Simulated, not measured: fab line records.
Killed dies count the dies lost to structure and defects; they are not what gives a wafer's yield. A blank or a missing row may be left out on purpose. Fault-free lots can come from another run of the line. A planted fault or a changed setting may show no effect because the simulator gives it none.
fab line records	flow sfqLine
record: lots: 5	wafers: 14	lastDay: 92
route steps=325 shown L0@4 L0V@16 M0@28
lots that met no fault: taken from a fault-free run of the same line
startH: start of the lot's first displayed wafer, in hours after the record's first day	waitH: how many hours have passed since the lot's step before this one	" identical to the entry in the row above	L1.1+2: a single row standing in for several wafers	- value missing, or start not given	* or withheld: withheld	< > ~ a bound
route shown NAME@n: a module of which the file shows steps, and the number in the route of the first	usual: the fault-free wafers' mean and standard deviation	same: alike in all rows	chamber/n: place in a boat	sites: the reading at each site	_std_site: the standard deviation of these	_edge_site: outer sites' mean less inner sites'	radiusMm: how far each site lies from the wafer's centre	mask NAME#n: copy n	behind: tool/chamber where the wafer was last shaped	hold: the reason the lot was held/the length of the hold in hours/how it ended	device: transistor that didn't switch, given as n, p or np	end of line: the route-end tests of the same wafers	a step given without rows: its recipe and nothing more	killed: dies that structure and defects cost at the first sort, which is not the same as the wafer's yield	map: per-die view of a wafer (x killed, . not killed, _ where there is no die)
set.NAME: the setting the step ran with; set.NAME@STEP: the setting that earlier step ran with	model.NAME: the simulator's own value behind a step, which no gauge read
a table for each step, a row for each wafer; lots at some steps of the route
services: the hour from which a tool's chamber was out of use, counted from the record's first day as startH (under 0 if before that day), plus the number of hours and why
== steps ==
step: SFQ_L0_RS_MEAS_901
recipe: thkMeasGauge: four-point-probe	reads: MoNx_KI_of_TRILAYER_L0_DEP_SPUTTER_003
usual: L0_MONX_KI_RS: 43.2/0.66
lot.wafer	tool	chamber	startH	waitH	L0_MONX_KI_RS[ohm/sq]
L564.2	filmMetro-02	-	12.58	0.1	42.4
L564.3	"	-	"	"	43.5
L564.4	"	-	"	"	44.3
L565.3	filmMetro-03	-	17.60	0.1	44.3
L565.4	"	-	"	"	43.3
L565.5	"	-	"	"	43.5
L569.4	filmMetro-03	-	37.62	0.1	42.8
L569.6	"	-	"	"	43.7
L571.1	filmMetro-02	-	47.56	0.0	43.4
L571.4	"	-	"	"	43.1
L571.6	"	-	"	"	42.7
L583.1	filmMetro-03	-	107.56	0.0	42.8
L583.5	"	-	"	"	42.2
L583.6	"	-	"	"	43.8
step: SFQ_L0_THK_MEAS_902
recipe: thkMeasGauge: xrf	reads: MoNx_KI_of_TRILAYER_L0_DEP_SPUTTER_003
usual: L0_MONX_KI_THK: 39.6/0.61
lot.wafer	tool	chamber	startH	waitH	L0_MONX_KI_THK[nm]
L564.2	filmMetro-02	-	12.69	0.1	40.3
L564.3	"	-	"	"	39.5
L564.4	"	-	"	"	38.7
L565.3	filmMetro-03	-	17.70	0.1	38.5
L565.4	"	-	"	"	39.7
L565.5	"	-	"	"	39.3
L569.4	filmMetro-03	-	37.71	0.1	40.1
L569.6	"	-	"	"	39.1
L571.1	filmMetro-02	-	47.68	0.1	39.3
L571.4	"	-	"	"	39.7
L571.6	"	-	"	"	40.2
L583.1	filmMetro-03	-	107.68	0.1	40.1
L583.5	"	-	"	"	40.6
L583.6	"	-	"	"	39.1
step: SFQ_TRILAYER_L0_LITHO_COAT_010
recipe: resist: BARC	spinRpm: 3000	resistThkNm: 62
step: SFQ_TRILAYER_L0_LITHO_COAT_005
recipe: resist: KrF	spinRpm: 3000	resistThkNm: 600
step: SFQ_TRILAYER_L0_LITHO_SOFTBAKE_009
recipe: tempC: withheld	timeS: withheld	resist: KrF
step: SFQ_TRILAYER_L0_LITHO_EXPOSE_006
recipe: maskId: L0	na: 0.6	sourceShape: conventional	sigmaOuter: 0.65	targetCdNm: 2000	doseMj: 14.4
step: SFQ_TRILAYER_L0_LITHO_PEB_008
recipe: pebTempC: 115	pebTimeS: 60	resist: KrF
step: SFQ_TRILAYER_L0_LITHO_DEVELOP_007
recipe: timeS: 60	resist: KrF
step: SFQ_TRILAYER_L0_BARC_OPEN_METAL_ETCH_010
recipe: maskMaterial: PR	chemistry: O2	targetDepthNm: 125	target: BARC	icpW: 600	biasW: 80	pressureMtorr: 10	timeS: 41.7
usual: drypumpMotorCurrentA: 5.9/0.42	oesProductAu: 0.684/0.0042
lot.wafer	tool	chamber	startH	waitH	drypumpMotorCurrentA	oesProductAu	rfHoursCounterH
L564.2	rieMetal-02	0	48.30	0.1	6.3	0.680	-
L564.3	"	0	"	"	6.3	0.692	-
L564.4	"	0	"	"	6.3	0.680	-
L565.3	rieMetal-04	1	54.30	0.1	5.7	0.686	-
L565.4	"	0	"	"	6.2	0.685	-
L565.5	"	1	"	"	5.7	0.688	-
L569.4	rieMetal-02	0	79.07	0.1	6.3	0.680	-
L569.6	"	0	"	"	6.3	0.689	-
L571.1	rieMetal-01	1	88.65	0.1	5.6	0.687	180
L571.4	"	0	"	"	5.0	0.683	-
L571.6	"	1	"	"	5.6	0.686	-
L583.1	rieMetal-02	0	149.40	0.1	6.3	0.688	7
L583.5	"	1	"	"	5.9	0.680	-
L583.6	"	0	"	"	6.3	0.684	-
step: SFQ_TRILAYER_L0_ETCH_METAL_ETCH_008
recipe: target: MoNx_KI	stopOn: SiO2	maskMaterial: PR	chemistry: SF6/O2	targetDepthNm: 50	icpW: 600	biasW: 80	pressureMtorr: 10	timeS: 25
step: SFQ_TRILAYER_L0_STRIP_STRIP_009
recipe: gas: O2	powerW: 200	platenTempC: 40	overashFraction: 0.65	chemistry: O2	pressureMtorr: 50
usual: drypumpMotorCurrentA: 5.9/0.42	oesProductAu: 1.004/0.012
lot.wafer	tool	chamber	startH	waitH	drypumpMotorCurrentA	oesProductAu	rfHoursCounterH
L564.2	rieMetal-02	0	48.69	0.3	6.3	0.998	-
L564.3	"	0	"	"	6.3	1.013	-
L564.4	"	0	"	"	6.3	1.009	-
L565.3	rieMetal-04	1	54.58	0.2	5.7	1.028	-
L565.4	"	0	"	"	6.2	1.009	-
L565.5	"	1	"	"	5.7	1.013	-
L569.4	rieMetal-02	0	79.36	0.2	6.3	0.995	-
L569.6	"	0	"	"	6.3	0.996	-
L571.1	rieMetal-01	1	88.76	0.0	5.6	1.002	180
L571.4	"	0	"	"	5.0	0.996	-
L571.6	"	1	"	"	5.6	1.005	-
L583.1	rieMetal-02	0	149.51	0.0	6.3	0.993	7
L583.5	"	1	"	"	5.9	1.005	-
L583.6	"	0	"	"	6.3	0.995	-
step: SFQ_TRILAYER_L0_STRIP_SOLV_CLEAN_010
recipe: chemistry: NMP	tempC: 70	timeS: 600
step: SFQ_TRILAYER_L0_CAP_PECVD_011
recipe: material: SiO2	tempC: 150	timeS: 13.333	pressureTorr: 2.4	rfW: 183.3	precursor: SiH4/N2O	targetThkNm: 60
usual: heaterPowerW: 92/12	susceptorTempC: 150.01/0.13	throttleValvePct: 25.4/1.4
lot.wafer	tool	chamber	startH	waitH	heaterPowerW	sinceWetCleanH	susceptorTempC	throttleValvePct	model.SiO2_of_TRILAYER_L0_CAP_PECVD_011.thkNm
L564.2	pecvd-02	1	49.86	0.0	96	964	150.08	25.6	60.38
L564.3	"	0	"	"	104	964	150.02	26.7	59.65
L564.4	"	1	"	"	96	-	150.24	25.5	60.28
L565.3	pecvd-02	0	55.16	0.0	112	969	150.14	26.4	60.01
L565.4	"	0	"	"	113	-	149.96	26.5	60.4
L565.5	"	2	"	"	95	-	150.01	27.8	61.51
L569.4	pecvd-02	1	79.96	0.0	103	-	150.17	25.6	56.43
L569.6	"	2	"	"	83	-	149.86	27.4	60.92
L571.1	pecvd-03	2	89.55	0.0	73	251	149.88	24.6	60.13
L571.4	"	2	"	"	73	-	150.10	24.5	60.57
L571.6	"	0	"	"	99	-	149.92	24.5	60.37
L583.1	pecvd-03	0	150.32	0.0	100	312	149.96	24.7	60.28
L583.5	"	0	"	"	100	-	150.03	24.7	61.56
L583.6	"	1	"	"	95	-	150.10	24.2	61.13
step: SFQ_TRILAYER_L0_VIA_LITHO_COAT_018
recipe: resist: BARC	spinRpm: 3000	resistThkNm: 62
step: SFQ_TRILAYER_L0_VIA_LITHO_COAT_013
recipe: resist: KrF	spinRpm: 3000	resistThkNm: 650
step: SFQ_TRILAYER_L0_VIA_LITHO_SOFTBAKE_017
recipe: tempC: withheld	timeS: withheld	resist: KrF
step: SFQ_TRILAYER_L0_VIA_LITHO_EXPOSE_014
recipe: maskId: L0V	na: 0.6	sourceShape: conventional	sigmaOuter: 0.65	targetCdNm: 700	doseMj: 21.3
step: SFQ_TRILAYER_L0_VIA_LITHO_PEB_016
recipe: pebTempC: 115	pebTimeS: 60	resist: KrF
step: SFQ_TRILAYER_L0_VIA_LITHO_DEVELOP_015
recipe: timeS: 60	resist: KrF
step: SFQ_L0V_OVL_MEAS_903
usual: L0V_OVL: 0/5.1
lot.wafer	tool	chamber	startH	waitH	L0V_OVL[nm]
L564.2	overlay-02	-	91.06	0.1	-6
L564.3	"	-	"	"	-3
L564.4	"	-	"	"	-3
L565.3	overlay-02	-	95.87	0.1	5
L565.4	"	-	"	"	-4
L565.5	"	-	"	"	8
L569.4	overlay-01	-	123.02	0.1	-6
L569.6	"	-	"	"	-7
L571.1	overlay-02	-	131.40	0.1	5
L571.4	"	-	"	"	3
L571.6	"	-	"	"	3
L583.1	overlay-01	-	191.30	0.1	6
L583.5	"	-	"	"	9
L583.6	"	-	"	"	7
step: SFQ_TRILAYER_L0_VIA_BARC_OPEN_VIA_ETCH_021
recipe: maskMaterial: PR	chemistry: O2	targetDepthNm: 125	target: BARC	sourceW: 500	biasW: 80	pressureMtorr: 30	timeS: 41.7
usual: drypumpMotorCurrentA: 5.5/0.41	oesProductAu: 0.686/0.0041
lot.wafer	tool	chamber	startH	waitH	drypumpMotorCurrentA	oesProductAu	rfHoursCounterH
L564.2	rieDiel-03	2	91.09	0.0	5.7	0.689	115
L564.3	"	0	"	"	6.2	0.687	79
L564.4	"	3	"	"	5.0	0.680	36
L565.3	rieDiel-03	0	95.89	0.0	6.2	0.681	79
L565.4	"	1	"	"	5.7	0.692	80
L565.5	"	3	"	"	5.0	0.689	-
L569.4	rieDiel-01	0	123.04	0.0	5.4	0.685	119
L569.6	"	0	"	"	5.4	0.689	-
L571.1	rieDiel-03	3	131.44	0.0	5.0	0.692	37
L571.4	"	0	"	"	6.2	0.681	80
L571.6	"	2	"	"	5.7	0.686	-
L583.1	rieDiel-03	0	191.34	0.0	6.2	0.684	81
L583.5	"	3	"	"	5.0	0.688	-
L583.6	"	0	"	"	6.2	0.687	-
step: SFQ_TRILAYER_L0_VIA_ETCH_VIA_ETCH_016
recipe: target: SiO2	stopOn: MoNx_KI	maskMaterial: PR	chemistry: CHF3	targetDepthNm: 80	sourceW: 500	biasW: 80	pressureMtorr: 30	timeS: withheld
usual: drypumpMotorCurrentA: 5.5/0.42	oesProductAu: 0.845/0.0074
lot.wafer	tool	chamber	startH	waitH	drypumpMotorCurrentA	oesProductAu	model.etch.depthNm	model.L0V.featureDepthNm
L564.2	rieDiel-03	2	91.13	0.0	5.7	0.848	60.38	60.38
L564.3	"	0	"	"	6.2	0.845	59.65	59.65
L564.4	"	3	"	"	5.0	0.840	60.28	60.28
L565.3	rieDiel-03	0	95.93	0.0	6.2	0.845	60.01	60.01
L565.4	"	1	"	"	5.8	0.849	60.4	60.4
L565.5	"	3	"	"	5.0	0.858	61.51	61.51
L569.4	rieDiel-01	0	123.08	0.0	5.4	0.820	56.43	56.43
L569.6	"	0	"	"	5.4	0.841	60.92	60.92
L571.1	rieDiel-03	3	131.48	0.0	5.0	0.841	60.13	60.13
L571.4	"	0	"	"	6.2	0.842	60.57	60.57
L571.6	"	2	"	"	5.7	0.845	60.37	60.37
L583.1	rieDiel-03	0	191.38	0.0	6.2	0.846	60.28	60.28
L583.5	"	3	"	"	5.0	0.853	61.56	61.56
L583.6	"	0	"	"	6.2	0.849	61.13	61.13
step: SFQ_TRILAYER_L0_VIA_STRIP_STRIP_017
recipe: gas: O2	powerW: 200	platenTempC: 40	overashFraction: 0.65	chemistry: O2	pressureMtorr: 50
usual: drypumpMotorCurrentA: 6.0/0.41	oesProductAu: 1.002/0.013
lot.wafer	tool	chamber	startH	waitH	drypumpMotorCurrentA	oesProductAu	rfHoursCounterH
L564.2	rieMetal-02	1	91.38	-	5.9	1.002	-
L564.3	"	1	"	"	5.8	0.996	-
L564.4	"	1	"	"	5.8	0.989	-
L565.3	rieMetal-02	0	96.18	-	6.3	0.993	-
L565.4	"	1	"	"	5.9	0.998	-
L565.5	"	1	"	"	5.8	1.003	-
L569.4	rieMetal-04	0	123.33	-	6.1	1.015	-
L569.6	"	1	"	"	5.7	1.024	-
L571.1	rieMetal-03	1	131.53	-	6.6	1.008	29
L571.4	"	1	"	"	6.6	1.010	-
L571.6	"	1	"	"	6.6	1.011	-
L583.1	rieMetal-04	0	191.43	-	6.1	1.015	160
L583.5	"	0	"	"	6.1	1.008	-
L583.6	"	1	"	"	5.7	1.024	-
step: SFQ_TRILAYER_L0_VIA_STRIP_SOLV_CLEAN_018
recipe: chemistry: NMP	tempC: 70	timeS: 600
step: SFQ_TRILAYER_M0_DEP_PRE_CLEAN_020
recipe: gas: Ar	timeS: 15	biasV: 250
lot.wafer	tool	chamber	startH	waitH	model.SiO2_of_TRILAYER_L0_CAP_PECVD_011.thkNm
L564.2	pvdSputter-06	-	92.57	0.0	55.38
L564.3	"	-	"	"	54.65
L564.4	"	-	"	"	55.28
L565.3	pvdSputter-05	-	96.77	0.0	55.01
L565.4	"	-	"	"	55.4
L565.5	"	-	"	"	56.51
L569.4	pvdSputter-04	-	123.92	0.0	51.43
L569.6	"	-	"	"	55.92
L571.1	pvdSputter-04	-	132.32	0.0	55.13
L571.4	"	-	"	"	55.57
L571.6	"	-	"	"	55.37
L583.1	pvdSputter-05	-	192.22	0.0	55.28
L583.5	"	-	"	"	56.56
L583.6	"	-	"	"	56.13
step: SFQ_TRILAYER_M0_DEP_SPUTTER_019
recipe: material: Nb	basePressurePa: 1.33e-06	chamberPressurePa: 0.1333	substrateTempC: 20	resputterCathodeVoltageV: 400	targetThkNm: 200	powerW: 2000	timeS: 133.3
usual: throttleValvePct: 29.0/1
lot.wafer	tool	chamber	startH	waitH	throttleValvePct
L564.2	pvdSputter-06	-	92.59	0.0	29.6
L564.3	"	-	"	"	29.3
L564.4	"	-	"	"	30.4
L565.3	pvdSputter-05	-	96.79	0.0	27.5
L565.4	"	-	"	"	27.6
L565.5	"	-	"	"	27.1
L569.4	pvdSputter-04	-	123.94	0.0	29.5
L569.6	"	-	"	"	30.0
L571.1	pvdSputter-04	-	132.34	0.0	29.1
L571.4	"	-	"	"	29.8
L571.6	"	-	"	"	29.8
L583.1	pvdSputter-05	-	192.24	0.0	27.5
L583.5	"	-	"	"	27.5
L583.6	"	-	"	"	27.5
== services ==
tool	chamber	startH	hours	kind
rieMetal-02	1	32.47	3.8	repair
rieMetal-02	1	36.47	-	clean
rieMetal-02	1	36.47	-	consumableReplace:focusRing
rieMetal-02	1	36.47	17.6	scheduledDown
rieMetal-02	1	36.47	17.6	ventCycle
pvdSputter-06	-	37.56	0.5	repair
rieMetal-04	-	42.15	1.3	repair
pvdSputter-04	-	63.38	1.1	repair
rieMetal-02	0	79.76	-	clean
rieMetal-02	0	79.76	-	consumableReplace:focusRing
pecvd-03	-	95.07	5.5	pm
pecvd-03	0	102.96	4.0	repair
rieMetal-04	-	110.51	2.8	pm
pecvd-02	-	119.10	2.1	repair
rieMetal-04	1	129.40	4.3	repair
pvdSputter-04	-	130.20	1.3	repair
rieMetal-02	-	131.68	15.6	pm
pecvd-03	-	132.62	2.5	repair
pecvd-02	-	145.97	3.6	repair
rieMetal-01	-	148.47	16.1	repair
rieDiel-03	-	178.34	1.5	repair
pvdSputter-05	-	182.51	4.7	repair
pvdSputter-06	-	189.12	0.7	repair
rieDiel-03	1	190.87	7.5	repair
== key ==
firstSign: step: SFQ_TRILAYER_L0_VIA_ETCH_VIA_ETCH_016	reading: oesProductAu	direction: down	sigmas: 3.4	usual: 0.845	struck: 0.820
effect none on later readings
modelEffect: step: SFQ_TRILAYER_L0_CAP_PECVD_011	value: SiO2_of_TRILAYER_L0_CAP_PECVD_011.thkNm	without: 59.83	struck: 56.43
modelEffect: step: SFQ_TRILAYER_L0_VIA_ETCH_VIA_ETCH_016	value: etch.depthNm	without: 59.83	struck: 56.43
modelEffect: step: SFQ_TRILAYER_M0_DEP_PRE_CLEAN_020	value: SiO2_of_TRILAYER_L0_CAP_PECVD_011.thkNm	without: 54.83	struck: 51.43
metAt SFQ_TRILAYER_L0_CAP_PECVD_011
struckWafers L569.4
onsetBetween 55.16 79.96
fault: kind: processParameterDrift	tool: pecvd-02	chamber: -	onsetH: 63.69	steps: SFQ_TRILAYER_L0_CAP_PECVD_011	channel: targetThkNm	offset: -3.3748	shape: step	endH: 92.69	scope: struckWafersOnly	actsIn: theseRecipesOnly	stated: 60
